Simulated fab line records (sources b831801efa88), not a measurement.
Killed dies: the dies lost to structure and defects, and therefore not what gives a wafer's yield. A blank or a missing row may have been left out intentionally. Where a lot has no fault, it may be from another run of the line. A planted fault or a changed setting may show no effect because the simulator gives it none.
Which of the tools did it? ; flow gf180mcu ; 18 wafers from 6 lots sampled at 2 of the route's 602 steps

== WHAT THE GAUGES SHOWED, per wafer ==
GF_VT_IMPLANT_TW_MEAS_10.
lot;measured;on;VT_IMPLANT_TW
L207;day 6 11:51;filmMetro-03;579 580 581
L209;day 7 01:39;filmMetro-03;572 575 575
L212;day 8 08:14;filmMetro-03;571 570 573
L214;day 8 15:18;filmMetro-04;568 570 569
L220;day 10 02:36;filmMetro-03;709 711 712
L223;day 10 18:55;filmMetro-03;573 570 575

== WHICH TOOL RAN EACH LOT (tool, then ch and the chambers of the sampled wafers, then the start) ==
lot;GF_VT_IMPLANT_IMPLANT_08
L207;implanter-04 ch 0, day 6 11:38
L209;implanter-04 ch 0, day 7 01:26
L212;implanter-04 ch 0, day 8 08:01
L214;implanter-04 ch 0, day 8 15:05
L220;implanter-04 ch 0, day 10 02:02
L223;implanter-04 ch 0, day 10 18:41
- GF_VT_IMPLANT_IMPLANT_08

== THE ANSWER, worked out from the rows above alone ==
Rule: what is usual is taken from the lots themselves. Put in order of their means at a reading, lots are off if they are a third of the lots or fewer, leave a main group of 4 or more, and stand apart from it by a gap of 3 or more times the standard deviation of the main group's means; of several such gaps the widest counts. Not used: any main group whose means are identical at the precision the tables above print for the reading. Also off: a lot with no number at a reading for which 4 or more lots have one. Where the step has rows for the other lots, those lots are counted as sound.
Off: L220, seen at GF_VT_IMPLANT_TW_MEAS_10 (VT_IMPLANT_TW). The main group: mean 573, standard deviation 3.7.
If a tool, at a process step before that reading, ran all the lots that are off and no sound lot after the first of them, it fits. The gauges at GF_VT_IMPLANT_TW_MEAS_10 are tried like those tools. Of those tried, none fits.

== WHAT THE SIMULATOR HAD PUT IN ==
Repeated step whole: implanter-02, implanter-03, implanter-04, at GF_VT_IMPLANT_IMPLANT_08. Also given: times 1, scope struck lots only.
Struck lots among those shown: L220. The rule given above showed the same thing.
